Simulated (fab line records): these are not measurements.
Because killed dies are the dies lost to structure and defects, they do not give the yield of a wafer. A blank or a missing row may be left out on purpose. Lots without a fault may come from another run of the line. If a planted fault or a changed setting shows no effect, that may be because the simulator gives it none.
Comparing a struck lot with a sound one | flow sky130 | 14 out of 708 route steps
Sound: wafers L302.3, L302.4, L302.6. Wafers L300.2, L300.3, L300.5 were the ones struck. The cause comes at the end.
For every step that has rows: the tool of each side, followed by ch and its chambers, followed by its first start. Under that, the readings that differ: sound wafers | struck wafers | difference of the means | sigmas: that difference in standard deviations of wafers without a fault.
alike: readings with means less than 2 such deviations apart, plus words and numbers identical on both sides. not compared: withheld readings, readings lacking a value on some wafer, bounds such as >300 that could conceal the same value, and numbers that have no deviation in the record and whose values overlap.
Wherever a step has rows on one side only, a row that says differs or no value, or a row with sigmas, the two part there. Numbers that have no deviation but don't overlap get no sigmas and don't part them. A reading missing from all wafers of one side parts the sides only when that side holds two or more wafers.

first, 5 steps without rows for these wafers: SKY_SD_N_COAT_02 (resist thk 1140 nm); SKY_SD_N_SOFTBAKE_03 (time 60 s); SKY_SD_N_EXPOSE_04 (exposes mask NSDM, target cd 380 nm); SKY_SD_N_PEB_05; SKY_SD_N_DEVELOP_06 (develop time 60 s).
SKY_SD_N_CD_MEAS_07 targets a cd of 380 nm.
  struck on cd-sem-02, day 28 07:11; sound on cd-sem-02, day 29 04:11
  alike: cd-nm
SKY_SD_N_OVL_MEAS_08:
  struck on overlay-02, day 28 07:17; sound on overlay-01, day 29 04:17
  alike: SD_N_OVL
then, 2 steps without rows for these wafers: SKY_SD_N_IMPLANT_09; SKY_SD_N_IMPLANT_10.
SKY_SD_N_STRIP_11: strips in O2/N2.
  sound on plasma-asher-03 ch 0,1, day 29 04:38; struck on plasma-asher-02 ch 0, day 28 07:37
  reading                     | sound       | struck      | difference | sigmas
  drypump-motor-current-A (A) | 6.0 5.9 6.0 | 5.0 5.0 4.9 | -1.0       | -2
  alike: oes-product-au, strip-time-to-endpoint-s
  not compared: rf-hours-counter-h
SKY_SD_N_TW_MEAS_12:
  struck on film-metro-01, day 28 07:44; sound on film-metro-01, day 29 04:43
  alike: SD_N_TW
then, 1 step without rows for these wafers: SKY_SD_N_CLEAN_13 (cleans in SC1/SC2, time 150 s).
SKY_SD_N_RTA_14: time 2 s.
  sound on rtp-anneal-01 ch 0, day 29 04:50; struck on rtp-anneal-02 ch 0, day 28 08:04
  alike: lamp-power-pct, ramp-up-c-per-s, wafer_temp_C_max
-- record jumps: 18 days separate the struck wafers' starts on either side; left off in module SD_N, taken up again in module PAD_OPEN, whose first shown step is the route's number 708 --
SKY_PAD_OPEN_PROBE_99:
  only the struck wafers here have rows in the record (prober-02, day 46 05:50); the sound ones have none

== WHERE THEY PART ==
First at SKY_SD_N_STRIP_11; last, within this record, at SKY_PAD_OPEN_PROBE_99.

WHY: whatever the simulator had introduced
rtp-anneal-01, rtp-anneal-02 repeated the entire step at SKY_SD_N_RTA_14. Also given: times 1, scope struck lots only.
